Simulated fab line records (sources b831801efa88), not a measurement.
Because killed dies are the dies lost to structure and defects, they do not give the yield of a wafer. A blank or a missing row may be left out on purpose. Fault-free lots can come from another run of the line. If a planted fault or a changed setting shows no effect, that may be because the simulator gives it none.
One fault seen from 2 desks :: flow gf180mcu :: what lay behind the numbers comes last; until then each desk has only its own

## THE METROLOGY DESK
What the gauges read, lot by lot, whatever tool the lot ran on: means of the sampled wafers that have a number. Any lot whose mean is over 4 standard deviations away from the usual mean is out of limits and marked OUT; that distance is given in the brackets.
Columns: A = SAB_OVL at GF_SAB_OVL_MEAS_10, usual 0.0 nm; B = CONTACT_CVD_02_THK at GF_CONTACT_THK_MEAS_03, usual 861 nm
lot: L974
first seen here: day 15 13:12
A: 0.1
B: 871

lot: L975
first seen here: day 15 19:23
A: -1.0
B: 857

lot: L976
first seen here: day 16 02:58
A: -2.5
B: 851

lot: L977
first seen here: day 16 08:50
A: 1.5
B: 851

lot: L979
first seen here: day 17 03:38
A: -0.8
B: 841

lot: L980
first seen here: day 17 13:26
A: 2.0
B: 856

lot: L981
first seen here: day 17 18:38
A: -1.2
B: 858

lot: L982
first seen here: day 18 07:43
A: 0.2
B: 868

lot: L984
first seen here: day 19 00:15
A: 1.0
B: 862

lot: L986
first seen here: day 19 21:26
A: -0.6
B: 869

lot: L987
first seen here: day 20 08:28
A: 1.2
B: 818

lot: L990
first seen here: day 21 04:35
A: -1.0
B: 750 (-9.3) OUT

lot: L994
first seen here: day 23 00:55
A: -0.4
B: 861

lot: L996
first seen here: day 23 05:44
A: -1.0
B: 848
This desk's finding: out of limits on L990; first on L990, day 21 05:41 (CONTACT_CVD_02_THK at GF_CONTACT_THK_MEAS_03). In limits: L974, L975, L976, L977, L979, L980, L981, L982, L984, L986, L987, L994, L996.

## FOR THE TOOL OWNER'S DESK: pecvd-02
The tool's own readings at GF_CONTACT_CVD_02 (deposits SiO2 from TEOS, target thk 860 nm, time 95.992 s): means of the sampled wafers that have a number, for each lot that ran on this tool. Any lot whose mean is over 4 standard deviations away from the usual mean is out of limits and marked OUT; that distance is given in the brackets.
Columns: A = heater power outer w at GF_CONTACT_CVD_02, usual 364 W; B = heater power w at GF_CONTACT_CVD_02, usual 661 W
lot: L976
first seen here: day 16 03:59
A: 374
B: 707

lot: L980
first seen here: day 17 14:26
A: 391
B: 745

lot: L982
first seen here: day 18 08:43
A: 399
B: 737

lot: L986
first seen here: day 19 22:26
A: 400
B: 749

lot: L987
first seen here: day 20 09:29
A: 387
B: 720

lot: L990
first seen here: day 21 05:37
A: 361
B: 709
Result from this desk: across the 6 lots, nothing is out of limits.

## BROUGHT TOGETHER
At day 21 05:41 the metrology desk could have sounded an alarm, on L990.
Nothing out of limits was seen by the tool owner's desk.
Tool owner's desk: L990 on record, inside its limits.
All the named lots went through GF_CONTACT_CVD_02 on pecvd-02.

## WHAT THE SIMULATOR PUT IN
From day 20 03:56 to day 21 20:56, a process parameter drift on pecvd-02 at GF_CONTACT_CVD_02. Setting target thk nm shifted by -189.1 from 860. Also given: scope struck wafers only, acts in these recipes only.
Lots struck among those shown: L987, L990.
Per desk, hours elapsed from the start of the fault to the first reading out of limits: for the metrology desk, 26.
